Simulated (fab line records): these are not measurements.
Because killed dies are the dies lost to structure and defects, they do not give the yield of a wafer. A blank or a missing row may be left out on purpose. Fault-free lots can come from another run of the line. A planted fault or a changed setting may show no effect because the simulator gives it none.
fab line records ; flow sky130
record lots=11; wafers=33; lastDay=50
route steps=708 shown LI_CONTACT@363 LOCAL_INTERCONNECT@402 CONTACT@408 PAD_OPEN@708
lots that met no fault: from a run of the same line without faults
startH: hours from the record's first day to the start of the lot's first wafer shown ; waitH: hours since the lot's step before ; " repeats the value in the row above ; L1.1+2: several wafers, shown together as one row ; - no value present, or no start provided ; * or withheld: withheld ; < > ~ a bound
route shown NAME@n: a module of which the file shows steps, and the number in the route of the first ; usual: mean/standard deviation of fault-free wafers ; same: alike in all rows ; chamber/n: place in a boat ; sites: the reading at each site ; _std_site: standard deviation of those values ; _edge_site: mean of outer sites minus mean of inner sites ; radiusMm: for every site, how far away it sits from the centre of the wafer ; mask NAME#n: copy n ; behind: the last tool/chamber to shape the wafer ; hold: the reason the lot was held/the length of the hold in hours/how it ended ; device: whichever transistor did not switch (one of n, p or np) ; end of line: tests of these same wafers at the route's end ; where a step has no rows: the recipe by itself ; killed: dies that structure and defects cost at the first sort, which is not the same as the wafer's yield ; map: a wafer's dies, x killed, . not, _ none there
set.NAME: the setting that was run; set.NAME@STEP: the one run at that earlier step ; model.NAME: the simulator's own value behind a step, which no gauge read
the route's steps for a sample of lots (tables are steps, rows are wafers)
services: the hour from which a tool's chamber was out of use, counted from the record's first day as startH (under 0 if before that day), plus the number of hours and why
## steps
# step SKY_LI_CONTACT_THK_MEAS_01
# recipe reads=PSG_of_LI_CONTACT_HDPCVD_00
# usual LI_CONTACT_HDPCVD_THK=926/9.1
lot.wafer;tool;chamber;startH;waitH;LI_CONTACT_HDPCVD_THK[nm]
L613.2;filmMetro-03;-;640.86;0.1;940
L613.3;filmMetro-03;-;640.86;0.1;939
L613.5;filmMetro-03;-;640.86;0.1;936
L616.2;filmMetro-04;-;671.35;0.1;934
L616.5;filmMetro-04;-;671.35;0.1;931
L616.6;filmMetro-04;-;671.35;0.1;928
L617.2;filmMetro-03;-;682.26;0.1;935
L617.3;filmMetro-03;-;682.26;0.1;922
L617.4;filmMetro-03;-;682.26;0.1;944
L618.1;filmMetro-02;-;685.96;0.1;924
L618.2;filmMetro-02;-;685.96;0.1;926
L618.6;filmMetro-02;-;685.96;0.1;915
L619.2;filmMetro-04;-;693.63;0.1;941
L619.4;filmMetro-04;-;693.63;0.1;934
L619.6;filmMetro-04;-;693.63;0.1;933
L620.2;filmMetro-04;-;695.21;0.1;922
L620.3;filmMetro-04;-;695.21;0.1;919
L620.4;filmMetro-04;-;695.21;0.1;931
L627.1;filmMetro-02;-;788.52;0.1;925
L627.5;filmMetro-02;-;788.52;0.1;916
L627.6;filmMetro-02;-;788.52;0.1;911
L631.4;filmMetro-04;-;793.39;0.0;936
L631.5;filmMetro-04;-;793.39;0.0;928
L631.6;filmMetro-04;-;793.39;0.0;925
L628.2;filmMetro-04;-;794.22;0.1;920
L628.4;filmMetro-04;-;794.22;0.1;931
L628.5;filmMetro-04;-;794.22;0.1;911
L632.2;filmMetro-04;-;797.35;0.1;919
L632.3;filmMetro-04;-;797.35;0.1;920
L632.4;filmMetro-04;-;797.35;0.1;931
L635.1;filmMetro-02;-;838.65;0.1;934
L635.4;filmMetro-02;-;838.65;0.1;916
L635.5;filmMetro-02;-;838.65;0.1;914
# step SKY_LOCAL_INTERCONNECT_STRIP_15
# recipe chemistry=O2/N2; powerW=1400; pressureMtorr=1500; platenTempC=withheld; o2FlowSccm=3000; n2FlowSccm=300; overashFraction=0.5
# usual drypumpMotorCurrentA=6.1/0.34; o2FlowSccm=3001/9.3; oesProductAu=0.427/0.0047; stripTimeToEndpointS=4.732/0.02
# same overashFraction=0.5
lot.wafer;tool;chamber;startH;waitH;drypumpMotorCurrentA;o2FlowSccm;oesProductAu;rfHoursCounterH;stripTimeToEndpointS
L613.2;plasmaAsher-04;0;699.25;0.0;6.2;3011;0.425;26;4.762
L613.3;plasmaAsher-04;1;699.25;0.0;6.2;3024;0.432;-;4.750
L613.5;plasmaAsher-04;1;699.25;0.0;6.2;3004;0.434;-;4.779
L616.2;plasmaAsher-01;1;729.20;0.0;5.9;3005;0.434;104;4.742
L616.5;plasmaAsher-01;1;729.20;0.0;5.9;3008;0.430;-;4.774
L616.6;plasmaAsher-01;0;729.20;0.0;5.4;2996;0.422;-;4.744
L617.2;plasmaAsher-04;0;740.95;0.0;6.3;2996;0.431;30;4.725
L617.3;plasmaAsher-04;1;740.95;0.0;6.2;3008;0.439;-;4.738
L617.4;plasmaAsher-04;0;740.95;0.0;6.3;2995;0.425;-;4.730
L618.1;plasmaAsher-01;0;743.68;0.0;5.4;3015;0.429;0;4.735
L618.2;plasmaAsher-01;1;743.68;0.0;5.9;3011;0.423;0;4.689
L618.6;plasmaAsher-01;0;743.68;0.0;5.4;3001;0.433;-;4.704
L619.2;plasmaAsher-04;0;750.85;0.0;6.3;3013;0.428;31;4.716
L619.4;plasmaAsher-04;1;750.85;0.0;6.2;2998;0.429;-;4.753
L619.6;plasmaAsher-04;0;750.85;0.0;6.3;3012;0.426;-;4.737
L620.2;plasmaAsher-03;0;753.55;0.0;6.5;3012;0.425;94;4.690
L620.3;plasmaAsher-03;0;753.55;0.0;6.5;3010;0.428;-;4.730
L620.4;plasmaAsher-03;1;753.55;0.0;5.9;2997;0.427;-;4.711
L627.1;plasmaAsher-03;0;844.11;0.0;6.5;3000;0.421;104;4.724
L627.5;plasmaAsher-03;0;844.11;0.0;6.5;3000;0.437;-;4.747
L627.6;plasmaAsher-03;1;844.11;0.0;5.9;2994;0.430;-;4.722
L631.4;plasmaAsher-04;1;849.10;0.1;6.2;2998;0.426;-;4.727
L631.5;plasmaAsher-04;1;849.10;0.1;6.2;3001;0.427;-;4.713
L631.6;plasmaAsher-04;0;849.10;0.1;6.3;2988;0.424;-;4.741
L628.2;plasmaAsher-03;0;849.90;0.0;6.5;2992;0.430;104;4.742
L628.4;plasmaAsher-03;0;849.90;0.0;6.5;2998;0.421;-;4.763
L628.5;plasmaAsher-03;1;849.90;0.0;5.9;3006;0.422;-;4.729
L632.2;plasmaAsher-01;0;852.81;0.0;5.4;3003;0.429;9;4.725
L632.3;plasmaAsher-01;0;852.81;0.0;5.4;2991;0.431;-;4.703
L632.4;plasmaAsher-01;1;852.81;0.0;5.9;2995;0.429;-;4.734
L635.1;plasmaAsher-04;0;893.60;0.0;6.3;3001;0.434;46;4.726
L635.4;plasmaAsher-04;0;893.60;0.0;6.3;3011;0.434;-;4.720
L635.5;plasmaAsher-04;0;893.60;0.0;6.3;3014;0.427;-;4.725
# step SKY_CONTACT_HDPCVD_02
# recipe material=SiO2; targetThkNm=565; sigmaOpenFrac=0.3; timeS=94.2; tempC=600; sih4FlowSccm=60; pressureMtorr=6
# usual sih4FlowSccm=59.97/0.2
lot.wafer;tool;chamber;startH;waitH;sih4FlowSccm
L613.2;hdpcvd-01;0;699.93;0.0;60.34
L613.3;hdpcvd-01;1;699.93;0.0;60.05
L613.5;hdpcvd-01;2;699.93;0.0;60.03
L616.2;hdpcvd-01;1;729.88;0.0;59.94
L616.5;hdpcvd-01;1;729.88;0.0;59.66
L616.6;hdpcvd-01;0;729.88;0.0;59.94
L617.2;hdpcvd-01;1;741.73;0.0;71.97
L617.3;hdpcvd-01;2;741.73;0.0;71.81
L617.4;hdpcvd-01;2;741.73;0.0;71.94
L618.1;hdpcvd-01;1;744.47;0.1;72.32
L618.2;hdpcvd-01;0;744.47;0.1;71.64
L618.6;hdpcvd-01;2;744.47;0.1;72.09
L619.2;hdpcvd-02;2;751.54;0.0;59.83
L619.4;hdpcvd-02;0;751.54;0.0;59.87
L619.6;hdpcvd-02;2;751.54;0.0;60.18
L620.2;hdpcvd-01;0;754.23;0.0;71.66
L620.3;hdpcvd-01;1;754.23;0.0;71.93
L620.4;hdpcvd-01;2;754.23;0.0;72.36
L627.1;hdpcvd-01;1;844.80;0.1;59.96
L627.5;hdpcvd-01;0;844.80;0.1;59.62
L627.6;hdpcvd-01;1;844.80;0.1;59.52
L631.4;hdpcvd-01;1;849.81;0.1;59.66
L631.5;hdpcvd-01;0;849.81;0.1;60.53
L631.6;hdpcvd-01;2;849.81;0.1;60.10
L628.2;hdpcvd-01;1;850.59;0.0;59.99
L628.4;hdpcvd-01;1;850.59;0.0;59.87
L628.5;hdpcvd-01;2;850.59;0.0;59.94
L632.2;hdpcvd-02;2;853.49;0.0;60.19
L632.3;hdpcvd-02;1;853.49;0.0;59.96
L632.4;hdpcvd-02;2;853.49;0.0;60.00
L635.1;hdpcvd-01;2;894.29;0.1;59.85
L635.4;hdpcvd-01;1;894.29;0.1;60.00
L635.5;hdpcvd-01;0;894.29;0.1;60.02
# step SKY_CONTACT_THK_MEAS_03
# recipe reads=SiO2_of_CONTACT_HDPCVD_02
# usual CONTACT_HDPCVD_THK=568/5.9
lot.wafer;tool;chamber;startH;waitH;hold;CONTACT_HDPCVD_THK[nm]
L613.2;filmMetro-01;-;700.01;0.0;-;567
L613.3;filmMetro-01;-;700.01;0.0;-;557
L613.5;filmMetro-01;-;700.01;0.0;-;562
L616.2;filmMetro-02;-;729.96;0.0;-;568
L616.5;filmMetro-02;-;729.96;0.0;-;566
L616.6;filmMetro-02;-;729.96;0.0;-;563
L617.2;filmMetro-02;-;741.81;0.0;awaitDispo/0.2h/release;673
L617.3;filmMetro-02;-;741.81;0.0;awaitDispo/0.2h/release;669
L617.4;filmMetro-02;-;741.81;0.0;awaitDispo/0.2h/release;676
L617.2;filmMetro-02;-;742.04;0.2;-;673
L617.3;filmMetro-02;-;742.04;0.2;-;669
L617.4;filmMetro-02;-;742.04;0.2;-;675
L618.1;filmMetro-02;-;744.54;0.0;awaitDispo/0.2h/release;680
L618.2;filmMetro-02;-;744.54;0.0;awaitDispo/0.2h/release;678
L618.6;filmMetro-02;-;744.54;0.0;awaitDispo/0.2h/release;670
L618.1;filmMetro-02;-;744.76;0.2;-;681
L618.2;filmMetro-02;-;744.76;0.2;-;678
L618.6;filmMetro-02;-;744.76;0.2;-;670
L619.2;filmMetro-01;-;751.62;0.0;-;562
L619.4;filmMetro-01;-;751.62;0.0;-;565
L619.6;filmMetro-01;-;751.62;0.0;-;562
L620.2;filmMetro-02;-;754.31;0.0;awaitDispo/0.2h/release;678
L620.3;filmMetro-02;-;754.31;0.0;awaitDispo/0.2h/release;684
L620.4;filmMetro-02;-;754.31;0.0;awaitDispo/0.2h/release;687
L620.2;filmMetro-02;-;754.54;0.2;-;678
L620.3;filmMetro-02;-;754.54;0.2;-;683
L620.4;filmMetro-02;-;754.54;0.2;-;687
L627.1;filmMetro-01;-;844.87;0.0;-;561
L627.5;filmMetro-01;-;844.87;0.0;-;559
L627.6;filmMetro-01;-;844.87;0.0;-;556
L631.4;filmMetro-03;-;849.87;0.0;-;564
L631.5;filmMetro-03;-;849.87;0.0;-;560
L631.6;filmMetro-03;-;849.87;0.0;-;561
L628.2;filmMetro-03;-;850.66;0.0;-;577
L628.4;filmMetro-03;-;850.66;0.0;-;565
L628.5;filmMetro-03;-;850.66;0.0;-;565
L632.2;filmMetro-01;-;853.57;0.0;-;566
L632.3;filmMetro-01;-;853.57;0.0;-;578
L632.4;filmMetro-01;-;853.57;0.0;-;573
L635.1;filmMetro-02;-;894.35;0.0;-;561
L635.4;filmMetro-02;-;894.35;0.0;-;566
L635.5;filmMetro-02;-;894.35;0.0;-;567
# step SKY_CONTACT_CMP_04
# recipe material=SiO2; downForcePsi=4; platenRpm=60; padVelocityMS=0.94248
# usual motorCurrentA=13.0/1.6; timeToEndpointS=83/3.6
lot.wafer;tool;chamber;startH;waitH;hold;motorCurrentA;timeToEndpointS
L613.2;cmp-01;1;700.11;0.1;-;11.0;75
L613.3;cmp-01;2;700.11;0.1;-;13.3;69
L613.5;cmp-01;1;700.11;0.1;-;10.8;72
L616.2;cmp-01;0;730.16;0.2;-;11.1;85
L616.5;cmp-01;1;730.16;0.2;-;10.8;78
L616.6;cmp-01;2;730.16;0.2;-;13.5;78
L617.3;cmp-02;0;748.00;5.9;awaitDispo/1.7h/release;11.5;125
L617.2;cmp-02;1;748.00;5.9;awaitDispo/1.7h/release;13.2;128
L617.4;cmp-02;3;748.00;5.9;awaitDispo/1.7h/release;13.1;125
L618.2;cmp-01;3;750.28;5.5;awaitDispo/5.5h/release;15.2;130
L618.1;cmp-01;2;750.28;5.5;awaitDispo/5.5h/release;13.5;126
L618.6;cmp-01;0;750.28;5.5;awaitDispo/5.5h/release;11.4;129
L619.2;cmp-01;1;751.72;0.1;-;11.4;77
L619.4;cmp-01;3;751.72;0.1;-;15.6;83
L619.6;cmp-01;0;751.72;0.1;-;10.5;79
L620.2;cmp-01;2;756.20;1.6;awaitDispo/1.6h/release;13.7;120
L620.3;cmp-01;3;756.20;1.6;awaitDispo/1.6h/release;15.5;126
L620.4;cmp-01;1;756.20;1.6;awaitDispo/1.6h/release;10.9;126
L627.1;cmp-02;3;845.12;0.2;-;13.6;81
L627.5;cmp-02;2;845.12;0.2;-;14.9;85
L627.6;cmp-02;3;845.12;0.2;-;13.4;83
L631.4;cmp-01;1;850.05;0.2;-;11.5;81
L631.5;cmp-01;2;850.05;0.2;-;13.9;77
L631.6;cmp-01;3;850.05;0.2;-;14.8;82
L628.2;cmp-01;0;850.71;0.0;-;11.6;87
L628.4;cmp-01;2;850.71;0.0;-;14.3;80
L628.5;cmp-01;1;850.71;0.0;-;10.9;81
L632.4;cmp-01;2;853.62;0.0;-;13.6;80
L632.2;cmp-01;3;853.62;0.0;-;14.6;84
L632.3;cmp-01;0;853.62;0.0;-;11.2;87
L635.1;cmp-01;2;894.41;0.1;-;13.8;80
L635.4;cmp-01;3;894.41;0.1;-;14.1;86
L635.5;cmp-01;2;894.41;0.1;-;14.0;84
# step SKY_CONTACT_BOW_MEAS_05
# recipe mode=bow
# usual CONTACT_BOW=81/7.1
lot.wafer;tool;chamber;startH;waitH;CONTACT_BOW[um]
L613.2;filmMetro-01;-;700.38;0.2;81
L613.3;filmMetro-01;-;700.38;0.2;86
L613.5;filmMetro-01;-;700.38;0.2;82
L616.2;filmMetro-01;-;730.35;0.1;82
L616.5;filmMetro-01;-;730.35;0.1;93
L616.6;filmMetro-01;-;730.35;0.1;96
L617.2;filmMetro-02;-;748.34;0.2;84
L617.3;filmMetro-02;-;748.34;0.2;85
L617.4;filmMetro-02;-;748.34;0.2;92
L618.1;filmMetro-01;-;750.58;0.1;78
L618.2;filmMetro-01;-;750.58;0.1;83
L618.6;filmMetro-01;-;750.58;0.1;83
L619.2;filmMetro-02;-;751.99;0.2;81
L619.4;filmMetro-02;-;751.99;0.2;89
L619.6;filmMetro-02;-;751.99;0.2;72
L620.2;filmMetro-02;-;756.52;0.3;87
L620.3;filmMetro-02;-;756.52;0.3;85
L620.4;filmMetro-02;-;756.52;0.3;83
L627.1;filmMetro-03;-;845.37;0.2;81
L627.5;filmMetro-03;-;845.37;0.2;72
L627.6;filmMetro-03;-;845.37;0.2;84
L631.4;filmMetro-01;-;850.26;0.2;78
L631.5;filmMetro-01;-;850.26;0.2;78
L631.6;filmMetro-01;-;850.26;0.2;85
L628.2;filmMetro-02;-;851.03;0.3;83
L628.4;filmMetro-02;-;851.03;0.3;84
L628.5;filmMetro-02;-;851.03;0.3;83
L632.2;filmMetro-03;-;853.94;0.2;83
L632.3;filmMetro-03;-;853.94;0.2;77
L632.4;filmMetro-03;-;853.94;0.2;82
L635.1;filmMetro-02;-;894.71;0.2;83
L635.4;filmMetro-02;-;894.71;0.2;75
L635.5;filmMetro-02;-;894.71;0.2;102
# step SKY_PAD_OPEN_PROBE_99
# usual killed_at_M0_to_M3=43/6.8; killed_at_M4_up=3.2/1.7; killedAtContacts=24/5.6; killedAtFrontEnd=15/4.7; killedAtOther=0.3/0.59; killedDies=86/10; killedOpen=47/6.8; killedShort=39/6.4
# same grossDies=492; killedAtBackSide=0
lot.wafer;tool;chamber;startH;waitH;killed_at_M0_to_M3;killed_at_M4_up;killedAtContacts;killedAtFrontEnd;killedAtOther;killedDies;killedOpen;killedShort
L627.1;prober-01;-;1173.53;0.1;41;0;36;17;2;96;50;46
L627.5;prober-01;-;1173.73;0.2;48;0;20;17;0;85;43;42
L627.6;prober-01;-;1173.78;0.2;43;5;25;12;0;85;44;41
L628.2;prober-01;-;1182.11;0.1;37;1;22;8;0;68;33;35
L628.4;prober-01;-;1182.21;0.2;45;4;20;17;0;86;47;39
L628.5;prober-01;-;1182.26;0.2;42;4;28;15;0;89;47;42
# killed by level:class
L627.1 METAL2:geometricParticle:short=11 CONTACT:geometricParticle:open=11 LI_CONTACT:geometricParticle:open=9 CONTACT:geometricParticle:short=7 VIA1:geometricParticle:open=7 VIA1:geometricParticle:short=6 LOCAL_INTERCONNECT:geometricParticle:short=5 FIELD_ISO:geometricParticle:open=4
L627.5 VIA1:geometricParticle:open=12 METAL1:geometricParticle:short=7 METAL2:geometricParticle:short=7 FIELD_ISO:geometricParticle:open=5 CONTACT:geometricParticle:open=5 VIA1:geometricParticle:short=5 VIA3:geometricParticle:short=4 LOCAL_INTERCONNECT:geometricParticle:short=4
L627.6 VIA1:geometricParticle:open=9 VIA1:geometricParticle:short=8 CONTACT:geometricParticle:open=7 LI_CONTACT:geometricParticle:open=6 METAL1:geometricParticle:short=5 METAL2:geometricParticle:short=5 VIA2:geometricParticle:open=5 CONTACT:geometricParticle:short=4
L628.2 LI_CONTACT:geometricParticle:open=7 VIA3:geometricParticle:open=7 LOCAL_INTERCONNECT:geometricParticle:short=6 METAL2:geometricParticle:short=6 VIA1:geometricParticle:open=5 POLY_GATE:geometricParticle:short=4 CONTACT:geometricParticle:open=4 METAL3:geometricParticle:short=4
L628.4 VIA3:geometricParticle:open=10 VIA1:geometricParticle:open=8 METAL2:geometricParticle:short=8 LI_CONTACT:geometricParticle:open=6 CONTACT:geometricParticle:open=6 POLY_GATE:geometricParticle:short=5 POLY_GATE:geometricParticle:open=4 VIA2:geometricParticle:open=4
L628.5 LI_CONTACT:geometricParticle:open=8 VIA1:geometricParticle:open=8 LOCAL_INTERCONNECT:geometricParticle:short=8 METAL2:geometricParticle:short=8 METAL1:geometricParticle:short=7 VIA3:geometricParticle:open=6 CONTACT:geometricParticle:open=6 POLY_GATE:geometricParticle:open=5
## services
tool;chamber;startH;hours;kind
hdpcvd-02;-;688.51;1.9;repair
cmp-02;-;724.36;3.5;repair
cmp-01;-;731.33;0.4;repair
plasmaAsher-01;-;733.75;9.0;pm
plasmaAsher-01;0;733.75;9.0;ventCycle
plasmaAsher-01;1;733.75;9.0;ventCycle
cmp-02;-;738.57;1.0;repair
plasmaAsher-01;0;742.75;-;clean
plasmaAsher-01;1;742.75;-;clean
cmp-02;-;744.00;4.0;pm
cmp-02;-;748.00;-;consumableReplace:conditioner
cmp-02;-;748.00;-;consumableReplace:pad
plasmaAsher-01;-;765.25;1.5;repair
hdpcvd-02;-;786.93;6.0;pm
cmp-01;-;792.24;4.7;pm
plasmaAsher-01;-;805.35;11.7;repair
plasmaAsher-01;-;805.63;1.6;repair
plasmaAsher-01;-;812.21;0.4;repair
cmp-01;-;819.24;15.2;pm
plasmaAsher-04;-;840.38;3.2;repair
hdpcvd-02;1;845.84;4.7;repair
plasmaAsher-03;-;868.46;1.5;repair
hdpcvd-01;-;880.92;1.3;repair
plasmaAsher-01;-;887.01;5.1;repair
## key
firstSign step=SKY_CONTACT_HDPCVD_02; reading=sih4FlowSccm; direction=up; sigmas=60; usual=59.97; struck=71.97
effect step=SKY_CONTACT_THK_MEAS_03; reading=visit; direction=added
effect step=SKY_CONTACT_THK_MEAS_03; reading=CONTACT_HDPCVD_THK; direction=up; sigmas=19; usual=568; struck=677
effect step=SKY_CONTACT_CMP_04; reading=timeToEndpointS; direction=up; sigmas=12; usual=*; struck=*
metAt SKY_CONTACT_HDPCVD_02
struckLots L617,L618,L620
testerLeftOut L617,L618,L620
notActingAt SKY_LI_CONTACT_THK_MEAS_01,SKY_LOCAL_INTERCONNECT_STRIP_15,SKY_CONTACT_BOW_MEAS_05
onsetBetween 729.88 741.73
fault kind=processParameterDrift; tool=hdpcvd-01; chamber=-; onsetH=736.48; steps=SKY_CONTACT_HDPCVD_02; channel=sih4FlowSccm; offset=12; shape=step; endH=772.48; actsIn=theseRecipesOnly; stated=60
# testerLeftOut: of these lots the tester's yield and bins aren't shown, on N5 and GAA mostly nor the transistor test; their killed dies are dies lost to structure and defects alone, not to doping, threshold or leakage, so they don't give the yield
